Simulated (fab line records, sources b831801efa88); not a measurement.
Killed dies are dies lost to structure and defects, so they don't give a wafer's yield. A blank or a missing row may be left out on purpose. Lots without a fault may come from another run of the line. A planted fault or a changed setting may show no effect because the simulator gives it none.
Which tool did it? | flow sky130 | 15 lots, 45 wafers sampled, at 2 steps of a route of 708

WHAT THE GAUGES READ, wafer by wafer
SKY_VIA1_THK_MEAS_23: measures by xrf.
lot  | measured     | on            | VIA1_W_THK (nm)
L693 | day 33 14:54 | film_metro-02 | 267.1 266.1 268.3
L698 | day 35 22:29 | film_metro-02 | 262.0 264.3 265.6
L697 | day 35 23:10 | film_metro-03 | 264.0 266.4 266.6
L699 | day 36 05:16 | film_metro-02 | 262.5 263.0 264.4
L700 | day 36 09:04 | film_metro-03 | 263.4 263.3 265.6
L701 | day 36 20:54 | film_metro-01 | 262.6 261.6 265.3
L702 | day 37 08:44 | film_metro-01 | 262.5 265.3 267.1
L704 | day 37 21:55 | film_metro-02 | 261.0 264.0 266.3
L706 | day 38 08:29 | film_metro-03 | 261.0 261.9 263.4
L707 | day 38 09:42 | film_metro-03 | 263.6 261.0 268.8
L708 | day 38 18:52 | film_metro-03 | 264.7 265.4 265.4
L713 | day 40 19:19 | film_metro-01 | 259.1 257.9 260.1
L714 | day 40 20:19 | film_metro-02 | 266.4 263.1 264.5
L712 | day 40 23:01 | film_metro-02 | 262.3 260.5 262.4
L715 | day 41 02:37 | film_metro-03 | 266.1 265.8 267.5

WHICH TOOL RAN EACH LOT (tool, then ch and the chambers of the sampled wafers, then the start)
lot  | SKY_VIA1_ETCH_14
L693 | rie_diel-02 ch 2,3, day 33 13:55
L698 | rie_diel-03 ch 2,3, day 35 21:28
L697 | rie_diel-04 ch 1,2, day 35 22:07
L699 | rie_diel-03 ch 1,2,3, day 36 04:16
L700 | rie_diel-02 ch 0,1,3, day 36 08:01
L701 | rie_diel-04 ch 0,2,3, day 36 19:55
L702 | rie_diel-02 ch 2,3, day 37 07:46
L704 | rie_diel-02 ch 0,1,2, day 37 20:52
L706 | rie_diel-03 ch 0,3, day 38 07:28
L707 | rie_diel-04 ch 1,3, day 38 08:40
L708 | rie_diel-04 ch 0,1, day 38 17:52
L713 | rie_diel-03 ch 0,3, day 40 18:13
L714 | rie_diel-02 ch 0,2,3, day 40 19:22
L712 | rie_diel-04 ch 0,3, day 40 21:37
L715 | rie_diel-02 ch 0,3, day 41 01:37
- SKY_VIA1_ETCH_14: etches BARC in N2/H2, stops on SiO2, time 45.9 s, target depth 60 nm.

WHAT THE TOOLS THEMSELVES READ (means of the sampled wafers that have a number; where no wafer has one, the mark that the record gives instead)
SKY_VIA1_ETCH_14.
lot  | tool        | drypump_motor_current_A (A) | oes_product_au (a.u.) | throttle_valve_pct (%)
L693 | rie_diel-02 | 5.9                         | 0.857                 | 13.227
L698 | rie_diel-03 | 5.2                         | 0.847                 | 13.229
L697 | rie_diel-04 | 5.3                         | 0.857                 | 13.218
L699 | rie_diel-03 | 5.4                         | 0.855                 | 13.219
L700 | rie_diel-02 | 5.3                         | 0.856                 | 13.229
L701 | rie_diel-04 | 5.5                         | 0.853                 | 13.227
L702 | rie_diel-02 | 5.9                         | 0.854                 | 13.222
L704 | rie_diel-02 | 5.5                         | 0.857                 | 13.223
L706 | rie_diel-03 | 5.9                         | 0.853                 | 13.226
L707 | rie_diel-04 | 5.3                         | 0.858                 | 13.224
L708 | rie_diel-04 | 5.7                         | 0.858                 | 13.228
L713 | rie_diel-03 | 6.3                         | 0.854                 | 13.230
L714 | rie_diel-02 | 5.6                         | 0.856                 | 13.227
L712 | rie_diel-04 | 5.5                         | 0.855                 | 13.227
L715 | rie_diel-02 | 5.2                         | 0.849                 | 13.232

THE ANSWER, worked out from the rows above alone
Rule: what is usual is taken from the lots themselves. Put in order of their means at a reading, lots are off if they are a third of the lots or fewer, leave a main group of 4 or more, and stand apart from it by a gap of 3 or more times the standard deviation of the main group's means; of several such gaps the widest counts. A main group whose means are all the same, to the digits that the tables above print for the reading, isn't used. A lot without any number at a reading at which 4 lots or more have one is off too. The other lots that the step has rows for count as sound. The gauges are gone through in route order, then the tools' own readings, and for those a lot's mean is taken as printed above. The first step at which some lot is off is used, and at that step the reading that is off furthest; a lot without a number counts as furthest.
No lot is off at any reading shown: from this, nothing can be told.

WHAT THE SIMULATOR HAD PUT IN
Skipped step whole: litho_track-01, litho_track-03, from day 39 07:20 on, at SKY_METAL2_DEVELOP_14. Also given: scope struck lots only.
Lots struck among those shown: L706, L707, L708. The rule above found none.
